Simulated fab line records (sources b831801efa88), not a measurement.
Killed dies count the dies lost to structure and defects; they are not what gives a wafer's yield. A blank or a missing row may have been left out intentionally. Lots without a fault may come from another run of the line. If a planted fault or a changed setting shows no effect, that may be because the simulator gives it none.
Which of the tools did it? + flow sky130 + 24 lots with 72 wafers sampled at 4 steps, on a route of 708 steps

WHAT THE GAUGES READ, wafer by wafer
SKY_VT_ADJUST_LVTN_TW_MEAS_21.
| lot  | measured     | on            | VT_ADJUST_LVTN_2_TW |
|------|--------------|---------------|---------------------|
| L074 | day 7 15:27  | film_metro-02 | 184.2 185.1 185.9   |
| L075 | day 7 21:07  | film_metro-01 | 186.4 186.3 187.4   |
| L076 | day 8 04:12  | film_metro-03 | 189.0 189.7 189.3   |
| L077 | day 8 07:37  | film_metro-01 | 188.4 188.5 189.0   |
| L078 | day 8 16:49  | film_metro-01 | 190.0 189.0 188.9   |
| L079 | day 8 20:04  | film_metro-03 | 190.3 189.5 189.7   |
| L080 | day 9 10:37  | film_metro-02 | 187.9 187.1 187.9   |
| L081 | day 9 21:59  | film_metro-03 | 188.7 189.5 189.2   |
| L082 | day 10 02:37 | film_metro-01 | 188.2 188.4 187.7   |
| L083 | day 10 05:24 | film_metro-02 | 188.6 187.8 188.4   |
| L084 | day 10 15:16 | film_metro-02 | 188.6 187.5 187.1   |
| L085 | day 10 16:51 | film_metro-02 | 187.5 188.0 188.5   |
| L086 | day 11 05:42 | film_metro-02 | 186.8 188.0 189.0   |
| L087 | day 11 06:00 | film_metro-03 | 191.4 189.8 190.8   |
| L088 | day 11 13:25 | film_metro-02 | 187.6 188.1 187.3   |
| L089 | day 12 00:25 | film_metro-01 | 188.9 189.7 190.0   |
| L090 | day 12 00:42 | film_metro-02 | 187.6 186.9 187.0   |
| L091 | day 12 08:39 | film_metro-02 | 187.8 187.2 187.3   |
| L092 | day 12 15:23 | film_metro-03 | 189.7 189.4 189.5   |
| L093 | day 13 05:52 | film_metro-02 | 187.1 188.4 188.3   |
| L094 | day 14 00:24 | film_metro-02 | 187.9 187.7 187.6   |
| L096 | day 14 06:19 | film_metro-01 | 189.5 189.9 189.6   |
| L095 | day 14 06:37 | film_metro-03 | 190.7 191.0 191.6   |
| L097 | day 14 16:35 | film_metro-01 | 189.1 190.3 189.7   |

SKY_SONOS_ONO_CD_MEAS_13 targets a cd of 410 nm.
| lot  | measured     | on        | cd_nm (nm)        |
|------|--------------|-----------|-------------------|
| L074 | day 12 10:44 | cd_sem-01 | 408.4 407.3 408.6 |
| L075 | day 12 17:56 | cd_sem-02 | 410.6 409.5 411.1 |
| L076 | day 13 04:43 | cd_sem-01 | 413.3 413.3 412.6 |
| L077 | day 13 10:28 | cd_sem-02 | 407.8 408.9 409.4 |
| L078 | day 13 19:32 | cd_sem-01 | 405.8 407.2 407.8 |
| L079 | day 14 00:47 | cd_sem-01 | 408.9 410.2 407.3 |
| L080 | day 14 17:29 | cd_sem-02 | 407.9 407.4 409.0 |
| L081 | day 15 08:04 | cd_sem-01 | 409.5 408.3 410.1 |
| L082 | day 15 13:32 | cd_sem-01 | 411.2 412.8 408.9 |
| L083 | day 15 18:22 | cd_sem-01 | 415.5 416.5 415.1 |
| L084 | day 16 05:40 | cd_sem-01 | 410.8 410.7 410.7 |
| L085 | day 16 10:25 | cd_sem-01 | 413.3 411.3 411.2 |
| L086 | day 16 21:40 | cd_sem-02 | 408.8 408.3 408.8 |
| L087 | day 16 23:28 | cd_sem-02 | 409.7 410.0 413.5 |
| L088 | day 17 08:05 | cd_sem-02 | 410.5 409.5 409.9 |
| L089 | day 17 22:05 | cd_sem-01 | 411.3 410.0 414.0 |
| L090 | day 17 21:46 | cd_sem-01 | 407.7 407.7 408.8 |
| L091 | day 18 07:55 | cd_sem-01 | 415.5 414.8 414.2 |
| L092 | day 18 16:55 | cd_sem-02 | 410.8 409.7 412.4 |
| L093 | day 19 11:11 | cd_sem-01 | 409.8 405.5 408.0 |
| L094 | day 20 06:40 | cd_sem-02 | 411.3 411.3 411.3 |
| L096 | day 20 17:15 | cd_sem-02 | 415.1 412.5 414.1 |
| L095 | day 20 17:10 | cd_sem-01 | 411.2 410.4 408.8 |
| L097 | day 21 02:04 | cd_sem-02 | 408.7 411.7 409.0 |

SKY_CONTACT_THK_MEAS_26: measures by xrf.
| lot  | measured     | on            | CONTACT_W_THK (nm) |
|------|--------------|---------------|--------------------|
| L074 | day 31 18:58 | film_metro-02 | 348 353 343        |
| L075 | day 32 00:25 | film_metro-01 | 339 336 343        |
| L076 | day 32 12:04 | film_metro-01 | 341 333 335        |
| L077 | day 32 20:59 | film_metro-01 | 340 335 343        |
| L078 | day 33 01:29 | film_metro-01 | 340 338 342        |
| L079 | day 33 10:29 | film_metro-04 | 337 340 339        |
| L080 | day 34 00:08 | film_metro-04 | 338 337 341        |
| L081 | day 34 13:19 | film_metro-04 | 339 339 345        |
| L082 | day 34 17:08 | film_metro-01 | 348 345 344        |
| L083 | day 34 23:20 | film_metro-04 | 349 343 348        |
| L084 | day 35 10:07 | film_metro-02 | 356 345 354        |
| L085 | day 35 14:49 | film_metro-02 | 346 356 345        |
| L086 | day 36 00:56 | film_metro-01 | 330 341 339        |
| L087 | day 36 03:32 | film_metro-02 | 351 349 353        |
| L088 | day 36 13:47 | film_metro-01 | 341 342 346        |
| L089 | day 37 02:34 | film_metro-01 | 338 343 343        |
| L090 | day 37 03:07 | film_metro-01 | 337 343 346        |
| L091 | day 37 10:31 | film_metro-01 | 339 347 340        |
| L092 | day 37 15:28 | film_metro-02 | 349 351 361        |
| L093 | day 38 04:39 | film_metro-02 | 341 347 338        |
| L094 | day 38 20:23 | film_metro-02 | 345 352 355        |
| L096 | day 39 06:29 | film_metro-01 | 355 354 350        |
| L095 | day 39 04:07 | film_metro-04 | 346 339 344        |
| L097 | day 39 15:10 | film_metro-04 | 336 339 339        |

WHICH TOOL RAN EACH LOT (tool, then ch and the chambers of the sampled wafers, then the start)
| lot  | SKY_POLY_GATE_ETCH_15              |
|------|------------------------------------|
| L074 | rie_diel-01 ch 1,3, day 16 04:22   |
| L075 | rie_diel-01 ch 0,1,3, day 16 14:14 |
| L076 | rie_diel-01 ch 1,2,3, day 17 01:56 |
| L077 | rie_diel-01 ch 1,2,3, day 17 06:13 |
| L078 | rie_diel-03 ch 0,1,3, day 17 17:07 |
| L079 | rie_diel-02 ch 2,3, day 17 22:35   |
| L080 | rie_diel-02 ch 0,1,2, day 18 17:31 |
| L081 | rie_diel-01 ch 0,1,2, day 19 09:41 |
| L082 | rie_diel-01 ch 1,3, day 19 14:43   |
| L083 | rie_diel-02 ch 0,1,3, day 19 20:55 |
| L084 | rie_diel-01 ch 1,2,3, day 20 09:31 |
| L085 | rie_diel-01 ch 0,3, day 20 15:13   |
| L086 | rie_diel-02 ch 2,3, day 21 02:49   |
| L087 | rie_diel-01 ch 1,3, day 21 04:55   |
| L088 | rie_diel-02 ch 1,2, day 21 17:34   |
| L089 | rie_diel-01 ch 1,2,3, day 22 08:31 |
| L090 | rie_diel-01 ch 1,2, day 22 04:55   |
| L091 | rie_diel-02 ch 0,1,2, day 22 15:43 |
| L092 | rie_diel-01 ch 0,3, day 22 22:28   |
| L093 | rie_diel-02 ch 1,2, day 23 15:55   |
| L094 | rie_diel-01 ch 0,2, day 24 09:58   |
| L096 | rie_diel-02 ch 2,3, day 24 22:31   |
| L095 | rie_diel-01 ch 0,1,3, day 24 20:58 |
| L097 | rie_diel-02 ch 1,2,3, day 25 06:55 |
- SKY_POLY_GATE_ETCH_15: etches BARC in N2/H2, stops on SiO2, time 118.5 s, target depth 110 nm.

AS READ BY THE TOOLS THEMSELVES (means over the sampled wafers that have a number; for cases with no such wafer, the mark the record gives instead)
SKY_POLY_GATE_ETCH_15.
| lot  | tool        | drypump_motor_current_A (A) | n2_flow_sccm (sccm) | oes_product_au (a.u.) | throttle_valve_pct (%) |
|------|-------------|-----------------------------|---------------------|-----------------------|------------------------|
| L074 | rie_diel-01 | 4.9                         | 99.84               | 0.721                 | 13.222                 |
| L075 | rie_diel-01 | 5.2                         | 100.06              | 0.719                 | 13.211                 |
| L076 | rie_diel-01 | 5.3                         | 100.06              | 0.719                 | 13.212                 |
| L077 | rie_diel-01 | 5.3                         | 100.01              | 0.716                 | 13.214                 |
| L078 | rie_diel-03 | 6.0                         | 100.23              | 0.717                 | 13.214                 |
| L079 | rie_diel-02 | 5.8                         | 100.01              | 0.712                 | 13.215                 |
| L080 | rie_diel-02 | 5.8                         | 100.00              | 0.719                 | 13.215                 |
| L081 | rie_diel-01 | 5.3                         | 99.91               | 0.717                 | 13.215                 |
| L082 | rie_diel-01 | 4.9                         | 100.03              | 0.714                 | 13.229                 |
| L083 | rie_diel-02 | 6.0                         | 99.74               | 0.719                 | 13.220                 |
| L084 | rie_diel-01 | 5.3                         | 100.05              | 0.716                 | 13.202                 |
| L085 | rie_diel-01 | 5.5                         | 100.14              | 0.714                 | 13.213                 |
| L086 | rie_diel-02 | 5.8                         | 99.86               | 0.715                 | 13.209                 |
| L087 | rie_diel-01 | 5.1                         | 99.68               | 0.714                 | 13.216                 |
| L088 | rie_diel-02 | 5.7                         | 99.56               | 0.718                 | 13.211                 |
| L089 | rie_diel-01 | 5.3                         | 100.15              | 0.713                 | 13.205                 |
| L090 | rie_diel-01 | 5.0                         | 99.79               | 0.721                 | 13.217                 |
| L091 | rie_diel-02 | 5.8                         | 99.89               | 0.717                 | 13.215                 |
| L092 | rie_diel-01 | 5.5                         | 99.79               | 0.720                 | 13.207                 |
| L093 | rie_diel-02 | 5.7                         | 99.96               | 0.715                 | 13.214                 |
| L094 | rie_diel-01 | 5.8                         | 100.01              | 0.714                 | 13.204                 |
| L096 | rie_diel-02 | 5.9                         | 99.77               | 0.714                 | 13.218                 |
| L095 | rie_diel-01 | 5.2                         | 99.99               | 0.718                 | 13.221                 |
| L097 | rie_diel-02 | 5.9                         | 99.80               | 0.712                 | 13.212                 |

THE ANSWER, worked out from the rows above alone
Rule: the usual values come from the lots themselves. Put in order of their means at a reading, lots are off if they are a third of the lots or fewer, leave a main group of 4 or more, and stand apart from it by a gap of 3 or more times the standard deviation of the main group's means; of several such gaps the widest counts. A main group whose means are all the same, to the digits that the tables above print for the reading, isn't used. A lot without any number at a reading at which 4 lots or more have one is off too. Any other lot the step has rows for is counted as sound. The gauges are gone through in route order, then the tools' own readings, and for those a lot's mean is taken as printed above. At the first step where some lot is off, the reading lying furthest off is the one used; lots without a number count as furthest.
Nothing can be told from this: no lot is off at any reading shown.

WHAT THE SIMULATOR PUT IN
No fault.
